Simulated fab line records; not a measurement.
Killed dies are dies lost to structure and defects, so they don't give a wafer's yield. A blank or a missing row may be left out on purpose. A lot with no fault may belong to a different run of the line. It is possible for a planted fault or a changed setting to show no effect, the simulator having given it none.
A lot that was struck, set against a sound lot    flow sky130    15 steps out of a route of 708
Sound: the wafers L457.2, L457.4, L457.5. Struck: wafer L463.4. (L463.1, L463.5 of the same lot were not struck and are left out.) The cause comes at the end.
For every step that has rows: the tool of each side, followed by ch and its chambers, followed by its first start. Under that, the readings that differ: sound wafers    struck wafers    difference of the means    sigmas: that difference in standard deviations of wafers without a fault.
alike: readings whose means differ by less than 2 such deviations, and words and numbers that are the same on both sides. not compared: withheld readings, readings that some wafer has no value for, bounds like >300 that may hide the same value, and numbers for which the record gives no deviation and whose values overlap.
The two part at a step that has a row with sigmas, a row that says differs or no value, or rows on one side only. When numbers do not overlap yet have no deviation, they are printed without sigmas and do not part them. Lack of a reading on every wafer of one side parts them only where that side has two or more wafers.

first, 6 steps without rows for these wafers: SKY_METAL4_COAT_07 (resist thk 60 nm); SKY_METAL4_COAT_08 (resist thk 1140 nm); SKY_METAL4_SOFTBAKE_09 (time 90 s); SKY_METAL4_EXPOSE_10 (exposes mask MM4, target cd 300 nm); SKY_METAL4_PEB_11; SKY_METAL4_DEVELOP_12 (develop time 60 s).
SKY_METAL4_CD_MEAS_13: the cd target is 300 nm.
  sound on cd sem-02 at day 44 10:59; struck on cd sem-02 at day 45 22:31
  alike: cd nm
SKY_METAL4_OVL_MEAS_14:
  sound on overlay-01 at day 44 11:05; struck on overlay-02 at day 45 22:38
  alike: METAL4_OVL
SKY_METAL4_DESCUM_15: chemistry O2, time 8 s.
  sound on rie metal-03 ch 0,1, day 44 11:07; struck on rie metal-03 ch 1, day 45 22:40
  alike: drypump motor current A, oes product au
  not compared: rf hours counter h
SKY_METAL4_ETCH_16: etches BARC in N2/H2, stops on SiO2, time 88.2 s, target depth 60 nm.
  sound on rie metal-03 ch 0,1, day 44 11:09; struck on rie metal-03 ch 1, day 45 22:42
  alike: drypump motor current A, oes product au, throttle valve pct
  not compared: rf hours counter h
SKY_METAL4_ETCH_17: etches SiO2 in C4F8/O2/Ar, stops on TiN, time 3.9 s, target depth 15 nm.
  sound on rie diel-02 ch 0,1,2, day 44 11:15; struck on rie diel-02 ch 2, day 45 22:48
reading                sound              struck  difference  sigmas
oes product au (a.u.)  0.742 0.747 0.753  0.763   +0.016      +2
  not compared: rf hours counter h
SKY_METAL4_METAL_ETCH_18: etches the open film in Cl2/BCl3, stops on SiO2, target depth 845 nm, time 183.1 s.
  sound on rie metal-02 ch 1, day 44 11:16; struck on rie metal-02 ch 0, day 45 22:49
reading                      sound        struck  difference  sigmas
drypump motor current A (A)  5.6 5.6 5.6  6.3     +0.7        +2
  alike: oes product au, throttle valve pct
  not compared: rf hours counter h
SKY_METAL4_STRIP_19: strips in O2/N2.
  sound on plasma asher-03 ch 0, day 44 11:27; struck on plasma asher-03 ch 1, day 45 23:00
reading           sound        struck  difference  sigmas
overash fraction  0.5 0.5 0.5  0.7     +0.2        
  alike: drypump motor current A, oes product au, strip time to endpoint s
  not compared: rf hours counter h
then, 1 step without rows for these wafers: SKY_METAL4_STRIP_20 (strips in post etch residue remover, time 1200 s).
-- the record jumps here: 4 days lie between the struck wafers' starts before and after (it left off in module METAL4 and takes up again in module PAD_OPEN, whose first step shown is number 708 of the route) --
SKY_PAD_OPEN_PROBE_99:
  sound on prober-01 at day 48 06:09; struck on prober-01 at day 49 11:16
reading                   sound        struck  difference  sigmas
sort_bin_3_pad_short (%)  0.2 0.4 0.6  1.6     +1.2        +3
sort_bin_6_memory (%)     6.7 7.3 7.9  4.9     -2.4        -2
  alike: defect limited yield, killed_at_M0_to_M3, killed_at_M4_up, killed at contacts, killed at front end, killed at other, killed dies, killed open, killed short, sort_bin_5_function, sort n pass, sort yield pct

WHERE THEY PART
Earliest at SKY_METAL4_ETCH_17; latest, in this record, at SKY_PAD_OPEN_PROBE_99.

WHY: whatever the simulator had introduced
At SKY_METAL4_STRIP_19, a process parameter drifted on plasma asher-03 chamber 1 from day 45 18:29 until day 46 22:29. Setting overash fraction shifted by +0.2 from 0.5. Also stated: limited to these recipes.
